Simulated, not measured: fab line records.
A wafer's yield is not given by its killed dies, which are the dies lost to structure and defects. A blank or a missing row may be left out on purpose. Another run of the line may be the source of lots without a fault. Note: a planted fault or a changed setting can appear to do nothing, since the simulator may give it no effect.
fab line records + flow sky130
[record]
- lots = 11
- wafers = 33
- lastDay = 50
route steps=708 shown FIELD_ISO@17 RES_PROTECT@215 LDD_N@246 SPACER@305
lots with no fault: from the same line, run without faults
startH: start of the lot's first displayed wafer, in hours after the record's first day + waitH: time in hours since the lot's previous step + " identical to the entry in the row above + L1.1+2: a row that stands for several wafers + - no value, or no start was given + * or withheld: withheld + < > ~ a bound
route shown NAME@n: NAME is a module with steps in the file, n the number in the route of the first one + usual: the fault-free wafers' mean and standard deviation + same: alike in all rows + chamber/n: place in a boat + sites: readings site by site + _std_site: standard deviation of those values + _edge_site: mean of outer sites minus mean of inner sites + radiusMm: how far each site lies from the wafer's centre + mask NAME#n: copy n + behind: the last tool/chamber to shape the wafer + hold: what put the lot on hold/how long, in hours/how the hold closed + device: transistor that didn't switch, given as n, p or np + end of line: the route-end tests of the same wafers + a step given without rows: its recipe and nothing more + killed: count of dies lost to structure and defects at first sort (not the wafer's yield) + map: a wafer's dies, x killed, . not, _ none there
set.NAME: the setting that was run; set.NAME@STEP: the one run at that earlier step + model.NAME: the simulator's own value behind a step, which no gauge read
route steps across a sampled set of lots; one table per step, one row per wafer
services: from which hour (startH, from the record's first day; less than 0 if before it) a tool's chamber was out of use, for how many hours, and why
[[steps]]
[step SKY_FIELD_ISO_STRIP_16]
[recipe]
- chemistry = O2/N2
- powerW = 1400
- pressureMtorr = 1500
- platenTempC = withheld
- o2FlowSccm = 3000
- n2FlowSccm = 300
- overashFraction = 0.5
[usual]
- drypumpMotorCurrentA = 6.0/0.36
- oesProductAu = 0.378/0.0053
- stripTimeToEndpointS = 3.55/0.033
[same]
- overashFraction = 0.5
| lot.wafer | tool           | chamber | startH | waitH | drypumpMotorCurrentA | oesProductAu | rfHoursCounterH | stripTimeToEndpointS |
|-----------|----------------|---------|--------|-------|----------------------|--------------|-----------------|----------------------|
| L403.1    | plasmaAsher-04 | 1       | 35.40  | 0.0   | 6.1                  | 0.376        | 20              | 3.52                 |
| L403.3    | "              | 1       | "      | "     | 6.1                  | 0.370        | -               | 3.55                 |
| L403.4    | "              | 0       | "      | "     | 5.7                  | 0.365        | -               | 3.48                 |
| L404.2    | plasmaAsher-01 | 0       | 40.20  | 0.0   | 5.7                  | 0.380        | 38              | 3.53                 |
| L404.3    | "              | 0       | "      | "     | 5.7                  | 0.376        | -               | 3.54                 |
| L404.4    | "              | 1       | "      | "     | 6.6                  | 0.384        | -               | 3.52                 |
| L406.1    | plasmaAsher-04 | 0       | 52.20  | 0.0   | 5.7                  | 0.377        | 21              | 3.56                 |
| L406.5    | "              | 1       | "      | "     | 6.1                  | 0.382        | -               | 3.57                 |
| L406.6    | "              | 0       | "      | "     | 5.7                  | 0.370        | -               | 3.54                 |
| L408.3    | plasmaAsher-01 | 0       | 62.94  | 0.1   | 5.7                  | 0.384        | -               | 3.54                 |
| L408.4    | "              | 1       | "      | "     | 6.5                  | 0.373        | -               | 3.53                 |
| L408.5    | "              | 0       | "      | "     | 5.8                  | 0.380        | -               | 3.54                 |
| L410.3    | plasmaAsher-02 | 1       | 70.67  | 0.1   | 5.6                  | 0.381        | -               | 3.60                 |
| L410.4    | "              | 0       | "      | "     | 5.2                  | 0.370        | -               | 3.57                 |
| L410.5    | "              | 1       | "      | "     | 5.6                  | 0.381        | -               | 3.57                 |
| L411.1    | plasmaAsher-01 | 1       | 77.36  | 0.0   | 6.5                  | 0.377        | 41              | 3.51                 |
| L411.3    | "              | 1       | "      | "     | 6.6                  | 0.382        | -               | 3.51                 |
| L411.4    | "              | 0       | "      | "     | 5.7                  | 0.378        | -               | 3.56                 |
| L414.1    | plasmaAsher-04 | 0       | 90.15  | 0.0   | 5.8                  | 0.383        | 26              | 3.53                 |
| L414.5    | "              | 0       | "      | "     | 5.8                  | 0.377        | -               | 3.53                 |
| L414.6    | "              | 1       | "      | "     | 6.1                  | 0.376        | -               | 3.55                 |
| L419.1    | plasmaAsher-04 | 1       | 118.92 | 0.0   | 6.1                  | 0.375        | 30              | 3.58                 |
| L419.5    | "              | 0       | "      | "     | 5.8                  | 0.372        | -               | 3.60                 |
| L419.6    | "              | 1       | "      | "     | 6.1                  | 0.387        | -               | 3.58                 |
| L420.2    | plasmaAsher-04 | 0       | 125.45 | 0.0   | 5.7                  | 0.384        | 30              | 3.51                 |
| L420.3    | "              | 0       | "      | "     | 5.8                  | 0.373        | -               | 3.54                 |
| L420.6    | "              | 0       | "      | "     | 5.7                  | 0.381        | -               | 3.57                 |
| L423.3    | plasmaAsher-04 | 1       | 137.82 | 0.1   | 6.1                  | 0.390        | -               | 3.58                 |
| L423.4    | "              | 0       | "      | "     | 5.8                  | 0.373        | -               | 3.53                 |
| L423.5    | "              | 1       | "      | "     | 6.1                  | 0.375        | -               | 3.51                 |
| L425.4    | plasmaAsher-01 | 1       | 152.84 | 0.1   | 6.6                  | 0.381        | -               | 3.60                 |
| L425.5    | "              | 1       | "      | "     | 6.6                  | 0.368        | -               | 3.59                 |
| L425.6    | "              | 0       | "      | "     | 5.7                  | 0.375        | -               | 3.55                 |
[step SKY_RES_PROTECT_TW_MEAS_08]
[usual]
- POLY_GATE_TW = 4041/20
| lot.wafer | tool         | chamber | startH | waitH | POLY_GATE_TW |
|-----------|--------------|---------|--------|-------|--------------|
| L403.1    | filmMetro-03 | -       | 348.98 | 0.1   | 4064         |
| L403.3    | "            | -       | "      | "     | 4096         |
| L403.4    | "            | -       | "      | "     | 4080         |
| L404.2    | filmMetro-04 | -       | 352.54 | 0.1   | 4052         |
| L404.3    | "            | -       | "      | "     | 4037         |
| L404.4    | "            | -       | "      | "     | 4048         |
| L406.1    | filmMetro-02 | -       | 374.63 | 0.1   | 4031         |
| L406.5    | "            | -       | "      | "     | 4023         |
| L406.6    | "            | -       | "      | "     | 4042         |
| L408.3    | filmMetro-02 | -       | 393.21 | 0.1   | 4040         |
| L408.4    | "            | -       | "      | "     | 4044         |
| L408.5    | "            | -       | "      | "     | 4036         |
| L410.3    | filmMetro-02 | -       | 412.44 | 0.1   | 4062         |
| L410.4    | "            | -       | "      | "     | 4060         |
| L410.5    | "            | -       | "      | "     | 4057         |
| L411.1    | filmMetro-02 | -       | 419.53 | 0.1   | 4051         |
| L411.3    | "            | -       | "      | "     | 4076         |
| L411.4    | "            | -       | "      | "     | 4076         |
| L414.1    | filmMetro-03 | -       | 441.64 | 0.1   | 4040         |
| L414.5    | "            | -       | "      | "     | 4019         |
| L414.6    | "            | -       | "      | "     | 4047         |
| L419.1    | filmMetro-02 | -       | 517.39 | 0.1   | 4025         |
| L419.5    | "            | -       | "      | "     | 4031         |
| L419.6    | "            | -       | "      | "     | 4010         |
| L420.2    | filmMetro-02 | -       | 521.54 | 0.1   | 4025         |
| L420.3    | "            | -       | "      | "     | 4039         |
| L420.6    | "            | -       | "      | "     | 4037         |
| L423.3    | filmMetro-04 | -       | 521.91 | 0.1   | 4041         |
| L423.4    | "            | -       | "      | "     | 4032         |
| L423.5    | "            | -       | "      | "     | 4019         |
| L425.4    | filmMetro-04 | -       | 550.72 | 0.1   | 4020         |
| L425.5    | "            | -       | "      | "     | 4014         |
| L425.6    | "            | -       | "      | "     | 4013         |
[step SKY_LDD_N_IMPLANT_09]
[recipe]
- species = As
- energyKev = 20
- doseCm2 = 7.5e+13
- tiltDeg = withheld
- rotationDeg = 113
[usual]
- beamOnS = 10.02/0.2
- doseIonsCm2 = 7.5e+13/8.2e+10
- faradayCurrentUA = 422/8.5
| lot.wafer | tool         | chamber | startH | waitH | beamOnS | doseIonsCm2 | faradayCurrentUA |
|-----------|--------------|---------|--------|-------|---------|-------------|------------------|
| L403.1    | implanter-01 | 0       | 412.07 | 0.1   | 10.07   | 7.485e+13   | 422              |
| L403.3    | "            | 0       | "      | "     | 9.88    | 7.506e+13   | 428              |
| L403.4    | "            | 0       | "      | "     | 10.04   | 7.482e+13   | 421              |
| L404.2    | implanter-04 | 0       | 415.60 | 0.1   | 10.08   | 7.494e+13   | 419              |
| L404.3    | "            | 0       | "      | "     | 9.80    | 7.502e+13   | 430              |
| L404.4    | "            | 0       | "      | "     | 10.35   | 7.503e+13   | 408              |
| L406.1    | implanter-01 | 0       | 439.07 | 0.1   | 9.80    | 7.483e+13   | 432              |
| L406.5    | "            | 0       | "      | "     | 10.31   | 7.492e+13   | 409              |
| L406.6    | "            | 0       | "      | "     | 9.85    | 7.497e+13   | 430              |
| L408.3    | implanter-04 | 0       | 463.52 | 0.1   | 10.35   | 7.508e+13   | 409              |
| L408.4    | "            | 0       | "      | "     | 10.14   | 7.513e+13   | 416              |
| L408.5    | "            | 0       | "      | "     | 10.27   | 7.508e+13   | 412              |
| L410.3    | implanter-02 | 0       | 478.87 | 0.1   | 9.79    | 7.49e+13    | 431              |
| L410.4    | "            | 0       | "      | "     | 10.17   | 7.512e+13   | 417              |
| L410.5    | "            | 0       | "      | "     | 10.10   | 7.504e+13   | 418              |
| L411.1    | implanter-04 | 0       | 485.02 | 0.1   | 9.93    | 7.488e+13   | 424              |
| L411.3    | "            | 0       | "      | "     | 9.61    | 7.498e+13   | 440              |
| L411.4    | "            | 0       | "      | "     | 9.97    | 7.491e+13   | 425              |
| L414.1    | implanter-02 | 0       | 514.37 | 0.1   | 10.12   | 7.496e+13   | 419              |
| L414.5    | "            | 0       | "      | "     | 9.53    | 7.503e+13   | 443              |
| L414.6    | "            | 0       | "      | "     | 10.16   | 7.506e+13   | 416              |
| L419.1    | implanter-02 | 0       | 583.17 | 0.1   | 17.22   | 1.4587e+14  | 474              |
| L419.5    | "            | 0       | "      | "     | 17.87   | 1.4607e+14  | 460              |
| L419.6    | "            | 0       | "      | "     | 17.87   | 1.4613e+14  | 461              |
| L420.2    | implanter-02 | 0       | 587.20 | 0.1   | 18.17   | 1.4593e+14  | 454              |
| L420.3    | "            | 0       | "      | "     | 17.93   | 1.4591e+14  | 462              |
| L420.6    | "            | 0       | "      | "     | 17.86   | 1.4602e+14  | 460              |
| L423.3    | implanter-04 | 0       | 587.57 | 0.1   | 10.04   | 7.49e+13    | 421              |
| L423.4    | "            | 0       | "      | "     | 9.97    | 7.499e+13   | 423              |
| L423.5    | "            | 0       | "      | "     | 10.07   | 7.507e+13   | 421              |
| L425.4    | implanter-01 | 0       | 616.14 | 0.1   | 10.21   | 7.497e+13   | 416              |
| L425.5    | "            | 0       | "      | "     | 10.09   | 7.497e+13   | 419              |
| L425.6    | "            | 0       | "      | "     | 9.75    | 7.498e+13   | 433              |
[step SKY_LDD_N_STRIP_16]
[recipe]
- chemistry = O2/N2
- powerW = 1400
- pressureMtorr = 1500
- platenTempC = withheld
- o2FlowSccm = 3000
- n2FlowSccm = 300
- overashFraction = 0.5
[usual]
- drypumpMotorCurrentA = 5.9/0.37
- oesProductAu = 0.407/0.005
- stripTimeToEndpointS = 4.316/0.016
[same]
- overashFraction = 0.5
| lot.wafer | tool           | chamber | startH | waitH | drypumpMotorCurrentA | oesProductAu | rfHoursCounterH | stripTimeToEndpointS |
|-----------|----------------|---------|--------|-------|----------------------|--------------|-----------------|----------------------|
| L403.1    | plasmaAsher-01 | 0       | 413.12 | 0.1   | 5.8                  | 0.406        | 74              | 4.306                |
| L403.3    | "              | 1       | "      | "     | 6.5                  | 0.402        | -               | 4.284                |
| L403.4    | "              | 0       | "      | "     | 5.8                  | 0.401        | -               | 4.285                |
| L404.2    | plasmaAsher-04 | 0       | 416.62 | 0.1   | 5.8                  | 0.407        | 60              | 4.308                |
| L404.3    | "              | 0       | "      | "     | 5.7                  | 0.409        | -               | 4.310                |
| L404.4    | "              | 1       | "      | "     | 6.1                  | 0.410        | -               | 4.323                |
| L406.1    | plasmaAsher-03 | 0       | 440.12 | 0.1   | 5.3                  | 0.410        | 1               | 4.333                |
| L406.5    | "              | 1       | "      | "     | 5.7                  | 0.405        | -               | 4.321                |
| L406.6    | "              | 0       | "      | "     | 5.3                  | 0.404        | -               | 4.335                |
| L408.3    | plasmaAsher-03 | 1       | 464.55 | 0.1   | 5.8                  | 0.404        | -               | 4.304                |
| L408.4    | "              | 0       | "      | "     | 5.3                  | 0.409        | -               | 4.297                |
| L408.5    | "              | 1       | "      | "     | 5.7                  | 0.408        | -               | 4.312                |
| L410.3    | plasmaAsher-01 | 1       | 479.91 | 0.1   | 6.6                  | 0.410        | -               | 4.292                |
| L410.4    | "              | 0       | "      | "     | 5.8                  | 0.409        | -               | 4.309                |
| L410.5    | "              | 0       | "      | "     | 5.7                  | 0.410        | -               | 4.313                |
| L411.1    | plasmaAsher-01 | 1       | 486.07 | 0.1   | 6.6                  | 0.406        | 78              | 4.301                |
| L411.3    | "              | 1       | "      | "     | 6.6                  | 0.409        | -               | 4.304                |
| L411.4    | "              | 0       | "      | "     | 5.7                  | 0.414        | -               | 4.321                |
| L414.1    | plasmaAsher-03 | 1       | 515.42 | 0.1   | 5.8                  | 0.406        | 9               | 4.282                |
| L414.5    | "              | 1       | "      | "     | 5.7                  | 0.410        | -               | 4.299                |
| L414.6    | "              | 0       | "      | "     | 5.3                  | 0.402        | -               | 4.291                |
| L419.1    | plasmaAsher-04 | 1       | 584.22 | 0.1   | 6.1                  | 0.411        | 78              | 4.543                |
| L419.5    | "              | 0       | "      | "     | 5.8                  | 0.413        | -               | 4.541                |
| L419.6    | "              | 1       | "      | "     | 6.1                  | 0.403        | -               | 4.521                |
| L420.2    | plasmaAsher-01 | 0       | 588.22 | 0.1   | 5.7                  | 0.412        | 88              | 4.525                |
| L420.3    | "              | 0       | "      | "     | 5.7                  | 0.399        | -               | 4.505                |
| L420.6    | "              | 0       | "      | "     | 5.7                  | 0.408        | -               | 4.532                |
| L423.3    | plasmaAsher-01 | 1       | 588.60 | 0.1   | 6.6                  | 0.416        | -               | 4.328                |
| L423.4    | "              | 0       | "      | "     | 5.7                  | 0.394        | -               | 4.330                |
| L423.5    | "              | 1       | "      | "     | 6.6                  | 0.408        | -               | 4.331                |
| L425.4    | plasmaAsher-03 | 0       | 617.15 | 0.1   | 5.3                  | 0.400        | -               | 4.307                |
| L425.5    | "              | 0       | "      | "     | 5.3                  | 0.406        | -               | 4.344                |
| L425.6    | "              | 1       | "      | "     | 5.8                  | 0.399        | -               | 4.321                |
[step SKY_LDD_N_TW_MEAS_17]
[usual]
- LDD_N_TW = 2589/12
| lot.wafer | tool         | chamber | startH | waitH | hold                    | LDD_N_TW |
|-----------|--------------|---------|--------|-------|-------------------------|----------|
| L403.1    | filmMetro-04 | -       | 413.22 | 0.1   | -                       | 2599     |
| L403.3    | "            | -       | "      | "     | -                       | 2608     |
| L403.4    | "            | -       | "      | "     | -                       | 2607     |
| L404.2    | filmMetro-02 | -       | 416.73 | 0.1   | -                       | 2588     |
| L404.3    | "            | -       | "      | "     | -                       | 2603     |
| L404.4    | "            | -       | "      | "     | -                       | 2586     |
| L406.1    | filmMetro-01 | -       | 440.22 | 0.1   | -                       | 2591     |
| L406.5    | "            | -       | "      | "     | -                       | 2597     |
| L406.6    | "            | -       | "      | "     | -                       | 2602     |
| L408.3    | filmMetro-02 | -       | 464.64 | 0.1   | -                       | 2580     |
| L408.4    | "            | -       | "      | "     | -                       | 2580     |
| L408.5    | "            | -       | "      | "     | -                       | 2591     |
| L410.3    | filmMetro-02 | -       | 479.99 | 0.1   | -                       | 2588     |
| L410.4    | "            | -       | "      | "     | -                       | 2588     |
| L410.5    | "            | -       | "      | "     | -                       | 2590     |
| L411.1    | filmMetro-01 | -       | 486.17 | 0.1   | -                       | 2594     |
| L411.3    | "            | -       | "      | "     | -                       | 2590     |
| L411.4    | "            | -       | "      | "     | -                       | 2589     |
| L414.1    | filmMetro-04 | -       | 515.52 | 0.1   | -                       | 2592     |
| L414.5    | "            | -       | "      | "     | -                       | 2583     |
| L414.6    | "            | -       | "      | "     | -                       | 2587     |
| L419.1    | filmMetro-04 | -       | 584.32 | 0.1   | awaitDispo/0.2h/release | 2686     |
| L419.5    | "            | -       | "      | "     | awaitDispo/0.2h/release | 2700     |
| L419.6    | "            | -       | "      | "     | awaitDispo/0.2h/release | 2706     |
| L419.1    | filmMetro-04 | -       | 584.55 | 0.2   | -                       | 2701     |
| L419.5    | "            | -       | "      | "     | -                       | 2700     |
| L419.6    | "            | -       | "      | "     | -                       | 2687     |
| L420.2    | filmMetro-01 | -       | 588.33 | 0.1   | awaitDispo/0.2h/release | 2656     |
| L420.3    | "            | -       | "      | "     | awaitDispo/0.2h/release | 2662     |
| L420.6    | "            | -       | "      | "     | awaitDispo/0.2h/release | 2675     |
| L420.2    | filmMetro-01 | -       | 588.56 | 0.2   | -                       | 2670     |
| L420.3    | "            | -       | "      | "     | -                       | 2673     |
| L420.6    | "            | -       | "      | "     | -                       | 2676     |
| L423.3    | filmMetro-02 | -       | 588.69 | 0.1   | -                       | 2584     |
| L423.4    | "            | -       | "      | "     | -                       | 2580     |
| L423.5    | "            | -       | "      | "     | -                       | 2577     |
| L425.4    | filmMetro-04 | -       | 617.25 | 0.1   | -                       | 2609     |
| L425.5    | "            | -       | "      | "     | -                       | 2596     |
| L425.6    | "            | -       | "      | "     | -                       | 2614     |
[step SKY_SPACER_THK_MEAS_01]
[recipe]
- reads = Si3N4_of_SPACER_CVD_00
[usual]
- SPACER_CVD_00_THK = 42.8/0.42
| lot.wafer | tool         | chamber | startH | waitH | SPACER_CVD_00_THK[nm] |
|-----------|--------------|---------|--------|-------|-----------------------|
| L403.1    | filmMetro-04 | -       | 545.74 | 0.0   | 43.0                  |
| L403.3    | "            | -       | "      | "     | 43.0                  |
| L403.4    | "            | -       | "      | "     | 43.4                  |
| L404.2    | filmMetro-04 | -       | 547.95 | 0.0   | 43.1                  |
| L404.3    | "            | -       | "      | "     | 42.7                  |
| L404.4    | "            | -       | "      | "     | 43.1                  |
| L406.1    | filmMetro-03 | -       | 557.58 | 0.0   | 42.6                  |
| L406.5    | "            | -       | "      | "     | 42.7                  |
| L406.6    | "            | -       | "      | "     | 43.1                  |
| L408.3    | filmMetro-04 | -       | 584.90 | 0.0   | 42.5                  |
| L408.4    | "            | -       | "      | "     | 42.7                  |
| L408.5    | "            | -       | "      | "     | 42.6                  |
| L410.3    | filmMetro-01 | -       | 609.71 | 0.0   | 42.7                  |
| L410.4    | "            | -       | "      | "     | 43.2                  |
| L410.5    | "            | -       | "      | "     | 42.9                  |
| L411.1    | filmMetro-01 | -       | 611.95 | 0.0   | 42.9                  |
| L411.3    | "            | -       | "      | "     | 42.9                  |
| L411.4    | "            | -       | "      | "     | 42.8                  |
| L414.1    | filmMetro-03 | -       | 636.27 | 0.0   | 42.6                  |
| L414.5    | "            | -       | "      | "     | 42.7                  |
| L414.6    | "            | -       | "      | "     | 42.3                  |
| L419.1    | filmMetro-04 | -       | 701.94 | 0.0   | 42.1                  |
| L419.5    | "            | -       | "      | "     | 42.2                  |
| L419.6    | "            | -       | "      | "     | 42.2                  |
| L420.2    | filmMetro-01 | -       | 704.60 | 0.0   | 42.2                  |
| L420.3    | "            | -       | "      | "     | 42.2                  |
| L420.6    | "            | -       | "      | "     | 42.6                  |
| L423.3    | filmMetro-04 | -       | 708.38 | 0.0   | 42.9                  |
| L423.4    | "            | -       | "      | "     | 43.0                  |
| L423.5    | "            | -       | "      | "     | 42.8                  |
| L425.4    | filmMetro-04 | -       | 734.88 | 0.0   | 42.8                  |
| L425.5    | "            | -       | "      | "     | 42.7                  |
| L425.6    | "            | -       | "      | "     | 42.9                  |
[[services]]
| tool           | chamber | startH | hours | kind   |
|----------------|---------|--------|-------|--------|
| implanter-02   | -       | 39.32  | 4.8   | repair |
| plasmaAsher-03 | -       | 64.41  | 0.9   | repair |
| plasmaAsher-01 | -       | 80.70  | 6.3   | repair |
| plasmaAsher-04 | -       | 123.31 | 2.0   | repair |
| plasmaAsher-04 | -       | 129.92 | 0.5   | repair |
| implanter-02   | -       | 134.17 | 31.2  | pm     |
| implanter-02   | -       | 165.34 | 5.1   | pm     |
| implanter-04   | -       | 182.92 | 1.8   | repair |
| plasmaAsher-01 | -       | 221.07 | 2.8   | pm     |
| implanter-04   | -       | 239.93 | 2.9   | repair |
| implanter-04   | -       | 242.80 | 3.0   | pm     |
| implanter-04   | -       | 290.65 | 8.6   | repair |
| implanter-02   | -       | 330.00 | 3.5   | repair |
| plasmaAsher-01 | -       | 355.25 | 16.6  | repair |
| plasmaAsher-01 | -       | 366.61 | 1.0   | repair |
| implanter-04   | -       | 386.37 | 5.1   | repair |
| implanter-02   | -       | 408.49 | 0.6   | repair |
| implanter-04   | -       | 420.82 | 5.7   | repair |
| plasmaAsher-01 | -       | 435.12 | 40.8  | repair |
| plasmaAsher-04 | -       | 467.00 | 0.3   | repair |
| plasmaAsher-04 | -       | 532.02 | 2.8   | pm     |
| plasmaAsher-01 | -       | 544.78 | 4.2   | repair |
| plasmaAsher-04 | -       | 562.29 | 14.6  | pm     |
| plasmaAsher-04 | -       | 616.74 | 0.7   | repair |
[[key]]
[firstSign]
- step = SKY_LDD_N_IMPLANT_09
- reading = doseIonsCm2
- direction = up
- sigmas = 99+
- usual = *
- struck = *
[effect]
- step = SKY_LDD_N_IMPLANT_09
- reading = beamOnS
- direction = up
- sigmas = 38
- usual = 10.02
- struck = 17.82
[effect]
- step = SKY_LDD_N_STRIP_16
- reading = stripTimeToEndpointS
- direction = up
- sigmas = 13
- usual = *
- struck = *
[effect]
- step = SKY_LDD_N_TW_MEAS_17
- reading = visit
- direction = added
[effect]
- step = SKY_LDD_N_TW_MEAS_17
- reading = LDD_N_TW
- direction = up
- sigmas = 7.6
- usual = 2589
- struck = 2681
metAt SKY_LDD_N_IMPLANT_09
struckLots L419,L420
testerLeftOut L419,L420
notActingAt SKY_FIELD_ISO_STRIP_16,SKY_RES_PROTECT_TW_MEAS_08,SKY_SPACER_THK_MEAS_01
onsetBetween 514.37 583.17
[fault]
- kind = processParameterDrift
- tool = implanter-02
- chamber = -
- onsetH = 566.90
- steps = SKY_LDD_N_IMPLANT_09
- channel = doseCm2
- offset = *
- shape = step
- endH = 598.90
- actsIn = *
- stated = *
// testerLeftOut: of these lots the tester's yield and bins aren't shown, on N5 and GAA mostly nor the transistor test; their killed dies are dies lost to structure and defects alone, not to doping, threshold or leakage, so they don't give the yield
